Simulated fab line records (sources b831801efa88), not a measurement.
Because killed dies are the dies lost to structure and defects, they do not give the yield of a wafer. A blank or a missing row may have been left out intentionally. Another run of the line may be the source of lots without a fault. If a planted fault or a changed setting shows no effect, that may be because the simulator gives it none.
Which tool is to blame?	flow gf180mcu	Sampling: 9 lots, 27 wafers, 5 of 602 route steps

== WHAT EACH GAUGE READ, for each wafer ==
GF_STI_THK_MEAS_02. Usual: STI_OXIDATION_THK 10.54 nm, standard deviation 0.24.
lot	measured	on	STI_OXIDATION_THK (nm)	flag
L306	day 1 11:32	film_metro-02	10.38 10.61 10.55	
L307	day 1 16:41	film_metro-02	10.65 10.57 10.67	
L308	day 1 22:05	film_metro-04	10.48 10.19 10.25	
L309	day 2 02:31	film_metro-04	10.58 10.56 10.37	
L310	day 2 08:26	film_metro-04	10.94 10.67 10.79	
L312	day 2 17:40	film_metro-04	10.78 10.57 10.79	
L319	day 4 04:31	film_metro-02	8.94 9.01 9.10	OFF
L320	day 4 09:53	film_metro-02	8.96 9.03 9.01	OFF
L321	day 4 14:32	film_metro-02	10.32 10.50 10.41	

GF_PSD_TW_MEAS_11. Usual: PSD_TW 3180, standard deviation 17.
lot	measured	on	PSD_TW	flag
L306	day 14 03:11	film_metro-03	3181 3182 3193	
L307	day 14 11:14	film_metro-02	3179 3176 3173	
L308	day 14 19:01	film_metro-02	3199 3155 3185	
L309	day 15 03:49	film_metro-02	3173 3190 3178	
L310	day 15 16:29	film_metro-02	3198 3198 3189	
L312	day 16 15:52	film_metro-04	3151 3163 3146	
L319	day 18 20:13	film_metro-04	3161 3158 3181	
L320	day 19 04:19	film_metro-04	3171 3157 3183	
L321	day 19 11:08	film_metro-03	3178 3166 3155	

GF_SAB_THK_MEAS_01. Usual: SAB_CVD_00_THK 50.1 nm, standard deviation 0.65.
lot	measured	on	SAB_CVD_00_THK (nm)	flag
L306	day 14 03:38	film_metro-02	49.2 50.5 49.5	
L307	day 14 11:41	film_metro-04	49.7 50.9 51.2	
L308	day 14 19:28	film_metro-01	50.3 50.8 50.6	
L309	day 15 04:16	film_metro-01	49.8 49.6 51.0	
L310	day 15 16:56	film_metro-02	50.0 50.3 51.1	
L312	day 16 16:19	film_metro-04	50.5 51.6 50.8	
L319	day 18 20:46	film_metro-02	49.5 48.9 50.2	
L320	day 19 04:46	film_metro-02	49.3 49.7 48.8	
L321	day 19 11:35	film_metro-01	50.3 50.9 50.5	

GF_SALICIDE_THK_MEAS_05: measures by xrf. Usual: SALICIDE_TIN_THK 20.12 nm, standard deviation 0.3.
lot	measured	on	SALICIDE_TIN_THK (nm)	flag
L306	day 15 01:00	film_metro-03	19.72 19.73 19.78	
L307	day 15 09:35	film_metro-02	20.17 20.16 20.03	
L308	day 15 17:32	film_metro-03	20.06 19.74 19.96	
L309	day 16 02:43	film_metro-01	19.92 19.69 19.83	
L310	day 16 16:26	film_metro-03	20.13 20.26 19.96	
L312	day 17 14:47	film_metro-03	20.62 20.45 20.54	
L319	day 19 20:46	film_metro-01	20.04 19.93 20.10	
L320	day 20 04:35	film_metro-02	20.62 20.09 20.27	
L321	day 20 12:25	film_metro-03	19.96 19.86 19.85	

== TOOL THAT RAN EACH LOT (tool first, then ch and the chambers of the sampled wafers, then the start) ==
lot	GF_STI_OXIDATION_01
L306	furnace-01 ch 0, day 1 10:08
L307	furnace-01 ch 0, day 1 15:17
L308	furnace-01 ch 0, day 1 20:41
L309	furnace-01 ch 0, day 2 01:07
L310	furnace-02 ch 0, day 2 07:03
L312	furnace-02 ch 0, day 2 16:16
L319	furnace-01 ch 0, day 4 03:07
L320	furnace-01 ch 0, day 4 08:29
L321	furnace-02 ch 0, day 4 13:07
- GF_STI_OXIDATION_01: stabilise 600 s, purge 300 s, target thk 10 nm.

== AS READ BY THE TOOLS THEMSELVES (means over the sampled wafers that have a number; for cases with no such wafer, the mark the record gives instead) ==
GF_STI_OXIDATION_01. Usual: spike_tc_lower_C 905.6 C, standard deviation 1; spike_tc_upper_C 904.9 C, standard deviation 1.2; zone_power_bottom_pct 31.6 %, standard deviation 1.5.
lot	tool	spike_tc_lower_C (C)	spike_tc_upper_C (C)	zone_power_bottom_pct (%)	flag
L306	furnace-01	905.8	904.5	32.7	
L307	furnace-01	906.0	904.8	32.7	
L308	furnace-01	907.0	905.7	32.4	
L309	furnace-01	907.4	904.9	32.4	
L310	furnace-02	905.7	903.9	29.2	
L312	furnace-02	905.1	903.8	28.9	
L319	furnace-01	905.7	906.1	32.4	
L320	furnace-01	906.3	904.9	32.7	
L321	furnace-02	905.5	903.3	29.1	

== THE ANSWER, worked out from the rows above alone ==
Rule: lot off if the mean of its wafers having a number is beyond 3 standard deviations from the usual mean. A lot without any number at a reading at which 4 lots or more have one is off too. The other lots that the step has rows for count as sound. Order of review: gauges by route order, followed by the tools' own readings, for which a lot's mean as printed above is used. At the first step where some lot is off, the reading lying furthest off is the one used; lots without a number count as furthest.
Off: L319, L320, seen at GF_STI_THK_MEAS_02 (STI_OXIDATION_THK).
If a tool, at a process step before that reading, ran all the lots that are off and no sound lot after the first of them, it fits. The gauges at GF_STI_THK_MEAS_02 are tried like those tools. One fits: furnace-01 at GF_STI_OXIDATION_01. A fault onset in the window from L309 (day 2 01:07, its last sound lot) to L319 (day 4 03:07, its first lot off) fits.

== WHAT THE SIMULATOR PUT IN ==
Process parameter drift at GF_STI_OXIDATION_01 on furnace-01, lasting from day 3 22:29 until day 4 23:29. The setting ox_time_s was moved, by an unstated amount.
Shown lots that were struck: L319, L320. The rule above found the same.
